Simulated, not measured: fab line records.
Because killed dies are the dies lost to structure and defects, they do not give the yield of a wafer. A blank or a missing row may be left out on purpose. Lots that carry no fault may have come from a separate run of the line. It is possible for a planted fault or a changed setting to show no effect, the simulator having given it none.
A struck lot beside a sound one | flow sky130 | 15 steps out of a route of 708
Sound: these wafers, L130.1, L130.2, L130.4. Struck: wafers L143.1, L143.5, L143.6. Last of all comes the cause.
Order at every step that has rows: each side's tool, ch and its chambers, its first start. Under that, the readings that differ: sound wafers | struck wafers | difference of the means | sigmas: that difference in standard deviations of wafers without a fault.
alike: readings whose means differ by less than 2 such deviations, and words and numbers that are the same on both sides. not compared: withheld readings, readings that some wafer has no value for, bounds like >300 that may hide the same value, and numbers for which the record gives no deviation and whose values overlap.
Wherever a step has rows on one side only, a row that says differs or no value, or a row with sigmas, the two part there. Numbers that have no deviation but don't overlap get no sigmas and don't part them. Lack of a reading on every wafer of one side parts them only where that side has two or more wafers.

SKY_FIELD_ISO_ETCH_15: etches the open film in CHF3/O2, stops on Si, target depth 180 nm, time 72 s.
  sound on rie_diel-04 ch 0,2,3, day 2 16:11; struck on rie_diel-02 ch 1,2, day 5 11:53
  alike: drypump_motor_current_A, oes_product_au, throttle_valve_pct
  not compared: rf_hours_counter_h
SKY_FIELD_ISO_STRIP_16: strips in O2/N2.
  sound on plasma_asher-04 ch 0,1, day 2 16:15; struck on plasma_asher-04 ch 0,1, day 5 11:57
  alike: drypump_motor_current_A, oes_product_au, strip_time_to_endpoint_s
  not compared: rf_hours_counter_h
SKY_FIELD_ISO_ETCH_17: etches Si in HBr/Cl2/O2, target depth 342 nm, time 97.7 s.
  sound on rie_si-02 ch 1,2,3, day 2 16:21; struck on rie_si-02 ch 2,3, day 5 12:03
  alike: drypump_motor_current_A, oes_product_au, throttle_valve_pct
  not compared: rf_hours_counter_h
then, 5 steps without rows for these wafers: SKY_FIELD_ISO_WET_ETCH_18 (etches Si3N4 in H3PO4, target depth 25 nm, time 286 s); SKY_FIELD_ISO_CLEAN_19 (cleans in SC1/SC2, time 150 s); SKY_FIELD_ISO_CLEAN_20 (cleans in dHF, time 20 s); SKY_FIELD_ISO_WET_ETCH_21 (etches SiO2 in dHF, target depth 20 nm, time 400 s); SKY_FIELD_ISO_OXIDATION_22 (stabilise 600 s, purge 300 s, target thk 10 nm).
SKY_FIELD_ISO_THK_MEAS_23:
  sound: film_metro-01 at day 2 17:52; struck: film_metro-01 at day 5 15:26
  alike: FIELD_ISO_OXIDATION_01_THK
then, 1 step without rows for these wafers: SKY_FIELD_ISO_CVD_24 (deposits SiO2, target thk 595 nm, time 99.2 s).
SKY_FIELD_ISO_THK_MEAS_25:
  sound: film_metro-04 at day 2 18:00; struck: film_metro-03 at day 5 15:34
  alike: FIELD_ISO_CVD_24_THK
then, 1 step without rows for these wafers: SKY_FIELD_ISO_ANNEAL_26 (time 1800 s).
SKY_FIELD_ISO_CMP_27: polishes, stops on Si3N4, t overpolish 16 s, target thk 457.8 nm.
  sound on cmp-02 ch 0,2,3, day 2 20:35; struck on cmp-01 ch 2,3, day 5 18:30
  reading                | sound       | struck      | difference | sigmas
  time_to_endpoint_s (s) | 122 116 116 | 218 215 209 | +96        | +17
  alike: motor_current_A, overpolish_run_s
then, 1 step without rows for these wafers: SKY_FIELD_ISO_WET_ETCH_28 (etches SiO2 in dHF, target depth 23.7 nm, time 47 s).
-- a jump in the record: the struck wafers' starts before and after are 44 days apart (it breaks off in module FIELD_ISO and resumes in module PAD_OPEN, where the first step shown is number 708 of the route) --
SKY_PAD_OPEN_PROBE_99:
  sound: prober-01 at day 46 10:43; struck: prober-02 at day 49 11:09
  reading             | sound    | struck   | difference | sigmas
  killed_at_front_end | 10 15 15 | 15 24 29 | +9         | +2
  alike: killed_at_M0_to_M3, killed_at_M4_up, killed_at_contacts, killed_at_other, killed_dies, killed_open, killed_short

## WHERE THEY PART
Last at SKY_PAD_OPEN_PROBE_99 as far as this record goes, first at SKY_FIELD_ISO_CMP_27.

WHY: whatever the simulator had introduced
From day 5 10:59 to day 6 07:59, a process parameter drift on cmp-01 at SKY_FIELD_ISO_CMP_27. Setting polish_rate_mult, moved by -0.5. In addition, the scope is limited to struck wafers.
